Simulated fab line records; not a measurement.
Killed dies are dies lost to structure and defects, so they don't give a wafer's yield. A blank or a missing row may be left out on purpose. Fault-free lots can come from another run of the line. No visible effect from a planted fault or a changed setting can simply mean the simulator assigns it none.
Chamber matching    flow gf180mcu    GF_V2_CMP_26 on cmp-02 has 4 sister chambers
The step polishes, stops on SiO2, t overpolish 15 s, target thk 0 nm. 4 wafers are shown with their chamber, then 7 later ones without.

== WAFERS, EACH WITH ITS CHAMBER ==
wafer   chamber  motor_current_A (A)
L590.2  0        14.3
L598.6  2        11.0
L601.2  3        13.5
L601.3  1        11.8

== WAFERS MISSING THEIR CHAMBER ==
wafer   motor_current_A (A)
L601.6  14.4
L602.1  11.6
L602.2  13.9
L602.4  10.8
L605.1  12.0
L605.5  11.2
L605.6  10.9

== EACH ONE'S CHAMBER ==
wafer   from the rows above      in truth
L601.6  0                        0
L602.1  can't be placed: 1 or 2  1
L602.2  can't be placed: 0 or 3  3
L602.4  2                        2
L605.1  1                        1
L605.5  can't be placed: 2 or 1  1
L605.6  2                        2
Placed correctly: 4 of 7. From these rows, 3 cannot be placed; in 3 the true chamber is one of the candidates. Placed wrongly: 0.
How it was worked out, from the rows above alone: a wafer's distance from a chamber is the root of the sum, over the readings, of the square of ((its reading less the chamber's mean) divided by the reading's scatter). The wafer belongs to the nearest chamber; if the next one is less than 2 further off, it can't be placed. For every chamber, the mean is computed from those of its wafers that are shown. The scatter (one wafer shown for each chamber): square how far every hidden wafer sits from the nearest shown wafer, average those squares and take the square root.
